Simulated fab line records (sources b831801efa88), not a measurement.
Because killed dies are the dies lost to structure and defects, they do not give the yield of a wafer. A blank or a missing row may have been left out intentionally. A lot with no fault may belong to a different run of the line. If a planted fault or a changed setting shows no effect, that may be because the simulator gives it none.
A lot that was struck, set against a sound lot :: flow sky130 :: 15 out of 708 route steps
Sound: the wafers L451.2, L451.4, L451.5. Wafers L454.2, L454.4, L454.5 were the ones struck. The cause comes at the end.
Order at every step that has rows: each side's tool, ch and its chambers, its first start. Under that, the readings that differ: sound wafers :: struck wafers :: difference of the means :: sigmas: that difference in standard deviations of wafers without a fault.
alike: readings with means less than 2 such deviations apart, plus words and numbers identical on both sides. not compared: withheld readings, readings lacking a value on some wafer, bounds such as >300 that could conceal the same value, and numbers that have no deviation in the record and whose values overlap.
The two part at a step that has a row with sigmas, a row that says differs or no value, or rows on one side only. Numbers that don't overlap but have no deviation are shown without sigmas and don't part them. A reading that every wafer of one side lacks parts them only if that side has two wafers or more.

SKY_METAL2_STRIP_20: strips in O2/N2.
  sound on plasma-asher-01 ch 0,1, day 39 06:34; struck on plasma-asher-03 ch 1, day 39 12:49
  alike: drypump-motor-current-A, oes-product-au, strip-time-to-endpoint-s
  not compared: rf-hours-counter-h
then, 4 steps without rows for these wafers: SKY_METAL2_STRIP_21 (strips in post etch residue remover, time 1200 s); SKY_METAL2_CLEAN_22 (cleans in IPA, time 180 s); SKY_METAL2_CLEAN_23 (cleans in O3/DIW); SKY_VIA2_HDPCVD_00 (deposits SiO2, target thk 1180 nm, time 196.7 s).
SKY_VIA2_THK_MEAS_01:
  sound: film-metro-04 at day 39 07:23; struck: film-metro-01 at day 39 13:35
  alike: VIA2_HDPCVD_THK
SKY_VIA2_CMP_02: polishes SiO2.
  sound on cmp-02 ch 2,3, day 39 07:28; struck on cmp-02 ch 0,2, day 39 13:42
  alike: motor-current-A
SKY_VIA2_BOW_MEAS_03:
  sound: film-metro-04 at day 39 07:47; struck: film-metro-01 at day 39 14:03
  alike: VIA2_BOW
then, 4 steps without rows for these wafers: SKY_VIA2_DEHYDRATE_04 (time 60 s); SKY_VIA2_HMDS_05 (prime time 60 s); SKY_VIA2_COAT_06 (resist thk 60 nm); SKY_VIA2_COAT_07 (resist thk 450 nm).
SKY_VIA2_SOFTBAKE_08: time 90 s.
  sound on litho-track-04 ch 0, day 39 20:00; struck on litho-track-04 ch 0, day 40 02:00
reading: heater-power-total-W (W)
sound: 57.50 57.59 57.26
struck: 76.29 76.36 76.24
difference: +18.85
sigmas: +99 or more

reading: run-length-s (s)
sound: 119.7 119.5 119.5
struck: 67.0 67.0 66.9
difference: -52.6
sigmas: -99 or more
then, 1 step without rows for these wafers: SKY_VIA2_EXPOSE_09 (exposes mask VIM2, target cd 200 nm).
-- the record jumps here: 9 days lie between the struck wafers' starts before and after (it left off in module VIA2 and takes up again in module PAD_OPEN, whose first step shown is number 708 of the route) --
SKY_PAD_OPEN_PROBE_99:
  sound: prober-01 at day 49 04:44; struck: prober-02 at day 49 10:43
  alike: defect-limited-yield, killed_at_M0_to_M3, killed_at_M4_up, killed-at-contacts, killed-at-front-end, killed-at-other, killed-dies, killed-open, killed-short

## WHERE THEY PART
At SKY_VIA2_SOFTBAKE_08 and nowhere else, as far as this record goes. Later steps at which nothing parts them and some readings are alike: SKY_PAD_OPEN_PROBE_99.

WHY: what the simulator had put in
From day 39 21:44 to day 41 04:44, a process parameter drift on litho-track-04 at SKY_VIA2_SOFTBAKE_08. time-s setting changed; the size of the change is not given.
